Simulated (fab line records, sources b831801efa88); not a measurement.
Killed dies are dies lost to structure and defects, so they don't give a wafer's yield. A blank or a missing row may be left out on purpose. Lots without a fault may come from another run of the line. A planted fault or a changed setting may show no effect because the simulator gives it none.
Which tool did it? | flow gf180mcu | 24 lots, 72 wafers sampled, at 5 steps of a route of 602

WHAT THE GAUGES READ, wafer by wafer
GF_V1_BOW_MEAS_05.
lot  | measured     | on            | V1_BOW (um)
L074 | day 17 05:08 | film_metro-01 | 86 81 77
L075 | day 17 17:05 | film_metro-02 | 82 77 82
L076 | day 18 05:40 | film_metro-04 | 101 71 87
L077 | day 18 15:01 | film_metro-01 | 78 81 76
L078 | day 18 22:41 | film_metro-02 | 85 93 92
L079 | day 19 12:59 | film_metro-01 | 99 88 92
L080 | day 20 10:34 | film_metro-02 | 78 68 79
L081 | day 20 12:13 | film_metro-04 | 90 80 96
L082 | day 20 12:34 | film_metro-01 | 73 76 79
L083 | day 21 05:19 | film_metro-01 | 86 82 86
L084 | day 21 14:53 | film_metro-04 | 89 87 95
L085 | day 21 17:16 | film_metro-02 | 91 86 99
L086 | day 21 22:09 | film_metro-01 | 93 92 91
L087 | day 22 05:37 | film_metro-04 | 85 84 75
L088 | day 22 16:59 | film_metro-04 | 91 88 76
L089 | day 23 02:14 | film_metro-02 | 89 83 84
L090 | day 23 08:23 | film_metro-01 | 84 90 94
L091 | day 23 15:19 | film_metro-01 | 87 83 79
L092 | day 23 23:44 | film_metro-04 | 91 76 91
L093 | day 24 03:57 | film_metro-04 | 82 79 71
L094 | day 24 14:47 | film_metro-04 | 83 68 82
L095 | day 24 22:34 | film_metro-04 | 95 87 89
L096 | day 25 05:54 | film_metro-04 | 83 75 86
L097 | day 25 10:10 | film_metro-02 | 91 84 78

GF_V5_BOW_MEAS_05.
lot  | measured     | on            | V5_BOW (um)
L074 | day 26 11:20 | film_metro-02 | 139 132 128
L075 | day 26 20:38 | film_metro-04 | 139 132 139
L076 | day 27 08:02 | film_metro-02 | 155 125 143
L077 | day 27 17:28 | film_metro-02 | 138 141 134
L078 | day 27 21:58 | film_metro-02 | 136 146 144
L079 | day 28 10:10 | film_metro-01 | 146 134 137
L080 | day 29 03:25 | film_metro-02 | 128 119 129
L081 | day 29 05:29 | film_metro-04 | 146 136 153
L082 | day 29 06:07 | film_metro-04 | 124 130 134
L083 | day 29 19:23 | film_metro-02 | 133 127 132
L084 | day 30 00:49 | film_metro-01 | 143 138 147
L085 | day 30 04:52 | film_metro-04 | 139 135 148
L086 | day 30 08:26 | film_metro-01 | 149 147 147
L087 | day 30 12:39 | film_metro-02 | 149 149 142
L088 | day 30 22:47 | film_metro-02 | 144 140 130
L089 | day 31 06:46 | film_metro-02 | 142 136 138
L090 | day 31 12:31 | film_metro-02 | 138 144 144
L091 | day 31 16:25 | film_metro-02 | 142 136 130
L092 | day 31 23:59 | film_metro-04 | 137 123 138
L093 | day 32 04:07 | film_metro-01 | 131 126 122
L094 | day 32 09:44 | film_metro-04 | 139 123 137
L095 | day 32 17:36 | film_metro-02 | 153 144 147
L096 | day 32 22:50 | film_metro-01 | 144 133 145
L097 | day 33 01:37 | film_metro-01 | 148 137 131

GF_V5_RS_MEAS_24: measures by four-point-probe.
lot  | measured     | on            | V5_W_RS (ohm/sq)
L074 | day 27 08:38 | film_metro-01 | 0.329 0.327 0.328
L075 | day 27 18:12 | film_metro-02 | 0.328 0.329 0.326
L076 | day 28 05:26 | film_metro-02 | 0.330 0.329 0.331
L077 | day 28 14:38 | film_metro-02 | 0.331 0.328 0.333
L078 | day 28 18:58 | film_metro-02 | 0.316 0.321 0.330
L079 | day 29 05:56 | film_metro-01 | 0.328 0.329 0.318
L080 | day 29 22:34 | film_metro-04 | 0.331 0.324 0.331
L081 | day 30 01:43 | film_metro-04 | 0.330 0.324 0.321
L082 | day 30 02:05 | film_metro-01 | 0.325 0.333 0.337
L083 | day 30 15:24 | film_metro-01 | 0.326 0.322 0.329
L084 | day 30 20:53 | film_metro-01 | 0.327 0.327 0.330
L085 | day 30 23:34 | film_metro-02 | 0.336 0.328 0.335
L086 | day 31 03:15 | film_metro-02 | 0.332 0.323 0.331
L087 | day 31 07:14 | film_metro-02 | 0.333 0.325 0.333
L088 | day 31 17:30 | film_metro-04 | 0.321 0.325 0.323
L089 | day 32 01:49 | film_metro-02 | 0.327 0.329 0.329
L090 | day 32 07:17 | film_metro-02 | 0.327 0.322 0.322
L091 | day 32 10:18 | film_metro-04 | 0.329 0.317 0.327
L092 | day 32 18:28 | film_metro-04 | 0.325 0.323 0.330
L093 | day 32 22:22 | film_metro-01 | 0.327 0.315 0.330
L094 | day 33 02:41 | film_metro-04 | 0.327 0.331 0.316
L095 | day 33 10:41 | film_metro-01 | 0.331 0.323 0.320
L096 | day 33 15:56 | film_metro-02 | 0.329 0.325 0.329
L097 | day 33 18:23 | film_metro-02 | 0.328 0.323 0.329

GF_PASSIVATION_THK_MEAS_03.
lot  | measured     | on            | PASSIVATION_CVD_02_THK (nm)
L074 | day 28 06:35 | film_metro-04 | 690 711 716
L075 | day 28 15:40 | film_metro-04 | 690 694 702
L076 | day 29 02:28 | film_metro-01 | 692 695 703
L077 | day 29 11:54 | film_metro-04 | 711 698 706
L078 | day 29 16:25 | film_metro-03 | 701 718 705
L079 | day 30 03:03 | film_metro-03 | 696 673 688
L080 | day 30 18:33 | film_metro-03 | 694 712 704
L081 | day 30 21:59 | film_metro-01 | 688 678 698
L082 | day 30 22:30 | film_metro-03 | 691 701 690
L083 | day 31 11:27 | film_metro-04 | 683 709 712
L084 | day 31 16:49 | film_metro-03 | 684 694 709
L085 | day 31 19:51 | film_metro-01 | 716 714 715
L086 | day 31 23:34 | film_metro-03 | 691 696 693
L087 | day 32 02:53 | film_metro-01 | 692 707 702
L088 | day 32 12:23 | film_metro-01 | 690 708 705
L089 | day 32 21:55 | film_metro-01 | 677 704 694
L090 | day 33 01:44 | film_metro-03 | 700 726 709
L091 | day 33 05:32 | film_metro-03 | 692 698 698
L092 | day 33 12:59 | film_metro-01 | 698 702 708
L093 | day 33 16:11 | film_metro-03 | 707 716 697
L094 | day 33 20:18 | film_metro-01 | 695 706 702
L095 | day 34 03:58 | film_metro-04 | 684 693 690
L096 | day 34 09:00 | film_metro-04 | 688 691 690
L097 | day 34 11:55 | film_metro-01 | 689 716 726

WHICH TOOL RAN EACH LOT (tool, then ch and the chambers of the sampled wafers, then the start)
lot  | GF_V5_STRIP_18
L074 | plasma_asher-04 ch 0,1, day 27 07:52
L075 | plasma_asher-01 ch 0,1, day 27 17:26
L076 | plasma_asher-04 ch 0,1, day 28 04:41
L077 | plasma_asher-04 ch 0,1, day 28 13:29
L078 | plasma_asher-04 ch 0,1, day 28 17:47
L079 | plasma_asher-03 ch 0,1, day 29 05:11
L080 | plasma_asher-01 ch 0,1, day 29 21:47
L081 | plasma_asher-03 ch 0,1, day 30 00:56
L082 | plasma_asher-04 ch 0,1, day 30 01:19
L083 | plasma_asher-03 ch 0,1, day 30 14:38
L084 | plasma_asher-01 ch 0, day 30 20:05
L085 | plasma_asher-04 ch 0,1, day 30 22:47
L086 | plasma_asher-04 ch 0,1, day 31 02:29
L087 | plasma_asher-01 ch 0,1, day 31 06:28
L088 | plasma_asher-04 ch 0, day 31 16:45
L089 | plasma_asher-01 ch 0,1, day 32 01:03
L090 | plasma_asher-01 ch 0,1, day 32 06:32
L091 | plasma_asher-01 ch 0,1, day 32 09:32
L092 | plasma_asher-04 ch 0,1, day 32 17:42
L093 | plasma_asher-01 ch 0,1, day 32 21:36
L094 | plasma_asher-01 ch 0, day 33 01:53
L095 | plasma_asher-03 ch 0,1, day 33 09:53
L096 | plasma_asher-03 ch 0,1, day 33 15:08
L097 | plasma_asher-01 ch 0, day 33 17:35
- GF_V5_STRIP_18: strips in O2/N2.

WHAT THE TOOLS THEMSELVES READ (means of the sampled wafers that have a number; where no wafer has one, the mark that the record gives instead)
GF_V5_STRIP_18.
lot  | tool            | drypump_motor_current_A (A) | heater_power_w (W) | o2_flow_sccm (sccm) | oes_product_au (a.u.)
L074 | plasma_asher-04 | 5.6                         | 310                | 3011                | 0.571
L075 | plasma_asher-01 | 5.9                         | 347                | 3000                | 0.574
L076 | plasma_asher-04 | 5.6                         | 311                | 3000                | 0.573
L077 | plasma_asher-04 | 5.7                         | 311                | 2996                | 0.569
L078 | plasma_asher-04 | 5.6                         | 319                | 3002                | 0.572
L079 | plasma_asher-03 | 5.8                         | 356                | 2987                | 0.570
L080 | plasma_asher-01 | 5.6                         | 310                | 2996                | 0.566
L081 | plasma_asher-03 | 5.9                         | 341                | 3005                | 0.569
L082 | plasma_asher-04 | 5.6                         | 309                | 2997                | 0.566
L083 | plasma_asher-03 | 5.9                         | 340                | 2996                | 0.573
L084 | plasma_asher-01 | 6.2                         | 377                | 2984                | 0.572
L085 | plasma_asher-04 | 5.6                         | 319                | 3008                | 0.570
L086 | plasma_asher-04 | 5.7                         | 316                | 3001                | 0.570
L087 | plasma_asher-01 | 5.6                         | 310                | 2994                | 0.570
L088 | plasma_asher-04 | 5.6                         | 333                | 3004                | 0.569
L089 | plasma_asher-01 | 5.6                         | 312                | 3007                | 0.570
L090 | plasma_asher-01 | 5.6                         | 315                | 2993                | 0.569
L091 | plasma_asher-01 | 5.6                         | 314                | 3008                | 0.567
L092 | plasma_asher-04 | 5.6                         | 312                | 2996                | 0.569
L093 | plasma_asher-01 | 5.6                         | 316                | 2987                | 0.576
L094 | plasma_asher-01 | 6.2                         | 380                | 3016                | 0.569
L095 | plasma_asher-03 | 5.8                         | 359                | 2998                | 0.564
L096 | plasma_asher-03 | 5.8                         | 358                | 3006                | 0.577
L097 | plasma_asher-01 | 6.2                         | 380                | 2995                | 0.571

THE ANSWER, worked out from the rows above alone
Rule: what is usual is taken from the lots themselves. Put in order of their means at a reading, lots are off if they are a third of the lots or fewer, leave a main group of 4 or more, and stand apart from it by a gap of 3 or more times the standard deviation of the main group's means; of several such gaps the widest counts. A main group whose means are all the same, to the digits that the tables above print for the reading, isn't used. A lot without any number at a reading at which 4 lots or more have one is off too. The other lots that the step has rows for count as sound. The gauges are gone through in route order, then the tools' own readings, and for those a lot's mean is taken as printed above. The first step at which some lot is off is used, and at that step the reading that is off furthest; a lot without a number counts as furthest.
No lot is off at any reading shown: from this, nothing can be told.

WHAT THE SIMULATOR HAD PUT IN
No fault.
